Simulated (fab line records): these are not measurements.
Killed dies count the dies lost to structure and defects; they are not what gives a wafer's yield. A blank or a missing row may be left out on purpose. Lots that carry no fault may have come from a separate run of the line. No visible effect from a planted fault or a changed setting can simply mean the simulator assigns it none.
What tool caused it? -- flow sky130 -- 24 lots with 72 wafers sampled at 3 steps, on a route of 708 steps

== WHAT EACH GAUGE READ, for each wafer ==
SKY_DNWELL_TW_MEAS_09.
lot,measured,on,DNWELL_TW
L074,day 3 07:58,film metro-03,1107 1105 1107
L075,day 3 10:59,film metro-01,1113 1108 1116
L076,day 3 14:55,film metro-02,1099 1097 1093
L077,day 3 18:19,film metro-03,1100 1098 1103
L078,day 3 22:48,film metro-01,1126 1119 1127
L079,day 4 08:37,film metro-02,1100 1100 1097
L080,day 4 10:11,film metro-02,1093 1094 1094
L081,day 4 15:50,film metro-03,1098 1106 1102
L082,day 4 21:41,film metro-03,1107 1104 1104
L083,day 5 04:46,film metro-03,1103 1104 1101
L084,day 5 09:35,film metro-01,1126 1119 1125
L085,day 5 17:01,film metro-01,1113 1121 1119
L086,day 5 20:49,film metro-01,1127 1123 1129
L087,day 6 01:54,film metro-03,1109 1109 1108
L088,day 6 06:03,film metro-03,1118 1115 1107
L089,day 6 09:46,film metro-02,1101 1107 1100
L090,day 6 14:02,film metro-01,1110 1111 1112
L091,day 6 20:17,film metro-03,1102 1105 1102
L092,day 7 06:26,film metro-01,1128 1130 1126
L093,day 8 19:11,film metro-03,1116 1116 1117
L094,day 8 18:29,film metro-01,1109 1111 1119
L096,day 8 18:55,film metro-03,1113 1110 1112
L095,day 8 18:33,film metro-03,1119 1113 1115
L097,day 8 18:12,film metro-03,1119 1116 1120

SKY_VT_ADJUST_LVTN_OVL_MEAS_07.
lot,measured,on,VT_ADJUST_LVTN_OVL (nm)
L074,day 6 21:03,overlay-01,0.5 -1.7 -0.1
L075,day 6 22:58,overlay-02,2.3 2.1 -1.0
L076,day 7 07:28,overlay-01,0.0 -0.5 0.9
L077,day 7 09:13,overlay-02,-0.2 -2.3 -1.6
L078,day 7 15:27,overlay-02,-1.7 -0.5 1.2
L079,day 8 03:26,overlay-02,2.2 1.2 1.9
L080,day 8 05:23,overlay-01,-1.3 -2.6 0.2
L081,day 8 09:50,overlay-01,-2.1 -1.0 1.3
L082,day 8 17:19,overlay-02,-0.4 -0.3 0.6
L083,day 9 01:40,overlay-01,-1.5 -1.3 -3.1
L084,day 9 09:27,overlay-02,0.8 1.8 -1.1
L085,day 9 14:39,overlay-02,-0.2 -0.9 -0.4
L086,day 9 21:59,overlay-01,3.7 2.3 2.1
L087,day 10 04:18,overlay-02,2.0 0.0 -1.7
L088,day 10 10:26,overlay-01,-1.2 -2.0 -2.9
L089,day 10 13:27,overlay-02,-2.6 -0.8 -1.5
L090,day 10 21:53,overlay-02,-2.2 0.1 0.1
L091,day 11 08:40,overlay-01,-0.3 0.0 -1.1
L092,day 11 17:23,overlay-02,0.0 0.1 -0.3
L093,day 13 17:26,overlay-01,1.2 -0.7 -1.4
L094,day 13 14:59,overlay-01,0.8 2.5 1.7
L096,day 13 16:44,overlay-02,2.0 0.4 2.9
L095,day 13 15:53,overlay-01,1.2 2.0 2.8
L097,day 13 14:36,overlay-01,2.3 1.2 1.1

== EACH LOT AND THE TOOL THAT RAN IT (in order: tool; ch and the chambers of the sampled wafers; start) ==
lot,SKY_FIELD_ISO_STRIP_16
L074,"plasma asher-02 ch 0,1, day 2 07:05"
L075,"plasma asher-03 ch 0,1, day 2 10:02"
L076,"plasma asher-03 ch 0,1, day 2 14:31"
L077,"plasma asher-03 ch 1, day 2 20:23"
L078,"plasma asher-02 ch 0,1, day 3 00:25"
L079,"plasma asher-02 ch 0,1, day 3 06:55"
L080,"plasma asher-04 ch 0,1, day 3 12:28"
L081,"plasma asher-03 ch 0,1, day 3 16:05"
L082,"plasma asher-04 ch 0,1, day 3 22:02"
L083,"plasma asher-03 ch 0,1, day 4 03:10"
L084,"plasma asher-03 ch 0,1, day 4 09:11"
L085,"plasma asher-03 ch 1, day 4 13:47"
L086,"plasma asher-03 ch 0,1, day 4 20:25"
L087,"plasma asher-03 ch 0,1, day 5 02:13"
L088,"plasma asher-02 ch 0,1, day 5 05:05"
L089,"plasma asher-03 ch 0,1, day 5 10:58"
L090,"plasma asher-02 ch 0, day 5 16:20"
L091,"plasma asher-02 ch 0,1, day 5 22:19"
L092,"plasma asher-03 ch 0,1, day 6 02:17"
L093,"plasma asher-02 ch 0,1, day 7 13:14"
L094,"plasma asher-02 ch 0,1, day 7 13:40"
L096,"plasma asher-03 ch 0,1, day 7 13:56"
L095,"plasma asher-04 ch 0,1, day 7 14:13"
L097,"plasma asher-04 ch 0,1, day 7 14:31"
- SKY_FIELD_ISO_STRIP_16: strips in O2/N2.

== AS READ BY THE TOOLS THEMSELVES (means over the sampled wafers that have a number; for cases with no such wafer, the mark the record gives instead) ==
SKY_FIELD_ISO_STRIP_16.
lot,tool,drypump motor current A (A),oes product au (a.u.),strip time to endpoint s (s)
L074,plasma asher-02,5.7,0.374,3.52
L075,plasma asher-03,6.3,0.376,3.56
L076,plasma asher-03,5.9,0.382,3.58
L077,plasma asher-03,5.5,0.379,3.62
L078,plasma asher-02,6.1,0.373,3.54
L079,plasma asher-02,5.7,0.379,3.56
L080,plasma asher-04,6.1,0.374,3.53
L081,plasma asher-03,6.3,0.373,3.52
L082,plasma asher-04,6.1,0.377,3.55
L083,plasma asher-03,6.3,0.380,3.55
L084,plasma asher-03,5.9,0.381,3.57
L085,plasma asher-03,5.5,0.383,3.53
L086,plasma asher-03,6.3,0.374,3.51
L087,plasma asher-03,5.9,0.377,3.50
L088,plasma asher-02,6.1,0.380,3.59
L089,plasma asher-03,6.3,0.376,3.56
L090,plasma asher-02,5.2,0.378,3.55
L091,plasma asher-02,5.7,0.381,3.58
L092,plasma asher-03,6.3,0.379,3.57
L093,plasma asher-02,5.7,0.374,3.54
L094,plasma asher-02,6.1,0.379,3.57
L096,plasma asher-03,5.9,0.383,3.59
L095,plasma asher-04,6.2,0.373,3.55
L097,plasma asher-04,5.7,0.380,3.52

== THE ANSWER, worked out from the rows above alone ==
Rule: the usual values come from the lots themselves. The widest of any qualifying gaps counts: lots, ordered by their means at a reading, are off when they make up no more than a third of the lots, leave a main group of 4 or more, and stand apart from it by 3 or more times the standard deviation of that group's means. A main group whose means are all the same, to the digits that the tables above print for the reading, isn't used. A lot without any number at a reading at which 4 lots or more have one is off too. All remaining lots with rows at the step are treated as sound. Order of review: gauges by route order, followed by the tools' own readings, for which a lot's mean as printed above is used. The first step at which some lot is off is used, and at that step the reading that is off furthest; a lot without a number counts as furthest.
Across all readings shown, no lot is off: no conclusion can be drawn from this.

== WHAT THE SIMULATOR HAD PUT IN ==
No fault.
